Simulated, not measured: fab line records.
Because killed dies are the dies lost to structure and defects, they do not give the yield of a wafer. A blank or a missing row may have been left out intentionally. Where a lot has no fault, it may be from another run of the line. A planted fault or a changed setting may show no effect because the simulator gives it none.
A lot that was struck, set against a sound lot | flow sky130 | 18 steps out of a route of 708
Sound: wafers L121.1, L121.3, L121.4. Wafers struck: L120.1, L120.4, L120.5. At the end, the cause is stated.
Order at every step that has rows: each side's tool, ch and its chambers, its first start. Under that, the readings that differ: sound wafers | struck wafers | difference of the means | sigmas: that difference in standard deviations of wafers without a fault.
alike: same words and numbers on both sides, and readings whose means sit less than 2 such deviations apart. not compared: any withheld reading, any reading some wafer has no value for, any bound like >300 that may hide the same value, and any number with overlapping values for which the record gives no deviation.
A row with sigmas, a row that says differs or no value, or rows on one side alone: a step with any of these is where the two part. When numbers do not overlap yet have no deviation, they are printed without sigmas and do not part them. A reading that every wafer of one side lacks parts them only if that side has two wafers or more.

SKY_LDD_HVP_STRIP_09: strips in O2/N2.
  sound on plasma_asher-02 ch 0,1, day 26 10:47; struck on plasma_asher-03 ch 0, day 26 01:02
  reading                     | sound       | struck      | difference | sigmas
  drypump_motor_current_A (A) | 5.8 5.5 5.9 | 4.8 4.8 4.9 | -0.9       | -3
  alike: chamber_pressure_mTorr, oes_product_au, strip_time_to_endpoint_s
  not compared: rf_hours_counter_h
SKY_LDD_HVP_TW_MEAS_10:
  sound on film_metro-02, day 26 10:53; struck on film_metro-03, day 26 01:08
  reading    | sound       | struck      | difference | sigmas
  LDD_HVP_TW | 451 455 456 | 462 464 466 | +10        | +3
then, 7 steps without rows for these wafers: SKY_LDD_LDN_DEHYDRATE_00 (time 60 s); SKY_LDD_LDN_HMDS_01 (prime time 60 s); SKY_LDD_LDN_COAT_02 (resist thk 1140 nm); SKY_LDD_LDN_SOFTBAKE_03 (time 60 s); SKY_LDD_LDN_EXPOSE_04 (exposes mask LDNTM, target cd 700 nm); SKY_LDD_LDN_PEB_05; SKY_LDD_LDN_DEVELOP_06 (develop time 60 s).
SKY_LDD_LDN_OVL_MEAS_07:
  sound on overlay-02, day 27 15:21; struck on overlay-02, day 27 06:04
  alike: LDD_LDN_OVL
then, 2 steps without rows for these wafers: SKY_LDD_LDN_IMPLANT_08; SKY_LDD_LDN_IMPLANT_09.
SKY_LDD_LDN_IMPLANT_10:
  sound on implanter-01 ch 0, day 27 15:41; struck on implanter-02 ch 0, day 27 06:24
  reading            | sound                            | struck                          | difference  | sigmas
  dose_ions_cm2      | 1.2527e+13 1.2515e+13 1.2496e+13 | 1.9162e+13 1.9162e+13 1.915e+13 | +6.6453e+12 | +99 or more
  faraday_current_uA | 70.0 68.4 70.9                   | 104.7 109.6 108.7               | +37.9       | +29
  alike: rotation_deg
following that, these wafers have no rows for 1 step: SKY_LDD_LDN_IMPLANT_11.
SKY_LDD_LDN_STRIP_12: strips in O2/N2.
  sound on plasma_asher-01 ch 0,1, day 27 15:59; struck on plasma_asher-01 ch 0,1, day 27 06:42
  alike: chamber_pressure_mTorr, drypump_motor_current_A, oes_product_au, strip_time_to_endpoint_s
  not compared: rf_hours_counter_h
SKY_LDD_LDN_TW_MEAS_13:
  sound on film_metro-01, day 27 16:05; struck on film_metro-01, day 27 06:48
  reading    | sound          | struck         | difference | sigmas
  LDD_LDN_TW | 1477 1466 1475 | 1525 1528 1527 | +54        | +4
then, 1 step without rows for these wafers: SKY_LDD_LDN_CLEAN_14 (cleans in SC1/SC2, time 150 s).
-- here the record skips 21 days between the struck wafers' starts before and after, leaving off in module LDD_LDN and picking up in module PAD_OPEN (first step shown: number 708 of the route) --
SKY_PAD_OPEN_PROBE_99:
  sound on prober-01, day 48 18:23; struck on prober-02, day 48 11:26
  reading                         | sound          | struck         | difference | sigmas
  model.etest.tip_sonos.rs_ohm_sq | 2677 2706 2689 | 2497 2530 2555 | -163       |
  alike: killed_at_M0_to_M3, killed_at_M4_up, killed_at_contacts, killed_at_front_end, killed_at_other, killed_dies, killed_open, killed_short

== WHERE THEY PART ==
At SKY_LDD_HVP_STRIP_09 first; at SKY_LDD_LDN_TW_MEAS_13 last (within this record only). Later steps at which nothing parts them and some readings are alike: SKY_PAD_OPEN_PROBE_99.

WHY: the cause the simulator had injected
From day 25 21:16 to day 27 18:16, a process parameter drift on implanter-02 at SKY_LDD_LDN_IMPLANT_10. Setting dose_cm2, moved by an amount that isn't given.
